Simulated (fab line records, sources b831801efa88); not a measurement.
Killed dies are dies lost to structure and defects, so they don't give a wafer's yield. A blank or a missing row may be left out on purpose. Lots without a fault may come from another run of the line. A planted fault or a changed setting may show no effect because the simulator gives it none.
A struck lot beside a sound one | flow sky130 | 20 steps out of a route of 708
Sound: wafers L735.2, L735.4, L735.6. Struck: wafers L742.4, L742.5. The cause comes at the end.
At each step with rows: each side's tool, then ch and its chambers, then its first start. Under that, the readings that differ: sound wafers | struck wafers | difference of the means | sigmas: that difference in standard deviations of wafers without a fault.
alike: readings whose means differ by less than 2 such deviations, and words and numbers that are the same on both sides. not compared: withheld readings, readings that some wafer has no value for, bounds like >300 that may hide the same value, and numbers for which the record gives no deviation and whose values overlap.
The two part at a step that has a row with sigmas, a row that says differs or no value, or rows on one side only. Numbers that don't overlap but have no deviation are shown without sigmas and don't part them. A reading that every wafer of one side lacks parts them only if that side has two wafers or more.

first, 4 steps without rows for these wafers: SKY_LDD_N_IMPLANT_12; SKY_LDD_N_IMPLANT_13; SKY_LDD_N_IMPLANT_14; SKY_LDD_N_IMPLANT_15.
SKY_LDD_N_STRIP_16: strips in O2/N2.
  sound on plasma_asher-03 ch 1, day 22 00:22; struck on plasma_asher-02 ch 0, day 24 00:10
  reading                     | sound       | struck  | difference | sigmas
  drypump_motor_current_A (A) | 5.2 5.2 5.2 | 6.0 6.1 | +0.8       | +3
  alike: oes_product_au, strip_time_to_endpoint_s
  not compared: rf_hours_counter_h
SKY_LDD_N_TW_MEAS_17:
  sound on film_metro-02, day 22 00:29; struck on film_metro-03, day 24 00:15
  alike: LDD_N_TW
then, 6 steps without rows for these wafers: SKY_LDD_P_DEHYDRATE_00 (time 60 s); SKY_LDD_P_HMDS_01 (prime time 60 s); SKY_LDD_P_COAT_02 (resist thk 1140 nm); SKY_LDD_P_SOFTBAKE_03 (time 60 s); SKY_LDD_P_EXPOSE_04 (exposes mask PSDM, target cd 380 nm); SKY_LDD_P_PEB_05.
SKY_LDD_P_DEVELOP_06: develop time 60 s.
  sound on litho_track-02 ch 0, day 23 06:20; struck on litho_track-01 ch 0, day 25 05:47
  alike: developer_temp_C
SKY_LDD_P_CD_MEAS_07: target cd 380 nm.
  sound on cd_sem-01, day 23 06:37; struck on cd_sem-02, day 25 05:55
  reading    | sound             | struck | difference                    | sigmas
  cd_nm (nm) | 379.4 376.8 377.3 | - -    | no value on the struck wafers |
SKY_LDD_P_OVL_MEAS_08:
  sound on overlay-02, day 23 06:43; struck on overlay-02, day 25 05:59
  reading        | sound         | struck | difference                    | sigmas
  LDD_P_OVL (nm) | -0.7 -2.6 0.1 | - -    | no value on the struck wafers |
then, 1 step without rows for these wafers: SKY_LDD_P_IMPLANT_09.
SKY_LDD_P_STRIP_10: strips in O2/N2.
  sound on plasma_asher-01 ch 0,1, day 23 06:54; struck on plasma_asher-02 ch 0, day 25 06:11
  alike: drypump_motor_current_A, oes_product_au, strip_time_to_endpoint_s
  not compared: rf_hours_counter_h
SKY_LDD_P_TW_MEAS_11:
  sound on film_metro-04, day 23 07:01; struck on film_metro-03, day 25 06:17
  reading  | sound             | struck    | difference | sigmas
  LDD_P_TW | 636.1 633.4 638.6 | 30.3 30.2 | -605.8     | -99 or more
then, 1 step without rows for these wafers: SKY_LDD_HVN_DEHYDRATE_00 (time 60 s).
-- the record jumps here: 25 days lie between the struck wafers' starts before and after (it left off in module LDD_HVN and takes up again in module PAD_OPEN, whose first step shown is number 708 of the route) --
SKY_PAD_OPEN_PROBE_99:
  sound on prober-02, day 48 13:05; struck on prober-01, day 49 18:27
  reading             | sound    | struck  | difference | sigmas
  killed_at_front_end | 16 9 11  | 422 424 | +411       | +93
  killed_dies         | 94 65 79 | 492 492 | +413       | +43
  killed_on_rim       | 22 15 15 | 96 96   | +79        | +20
  alike: killed_at_M0_to_M3, killed_at_M4_up, killed_at_contacts, killed_at_other, killed_open, killed_short

WHERE THEY PART
First at SKY_LDD_N_STRIP_16; last, within this record, at SKY_PAD_OPEN_PROBE_99.

WHY: what the simulator had put in
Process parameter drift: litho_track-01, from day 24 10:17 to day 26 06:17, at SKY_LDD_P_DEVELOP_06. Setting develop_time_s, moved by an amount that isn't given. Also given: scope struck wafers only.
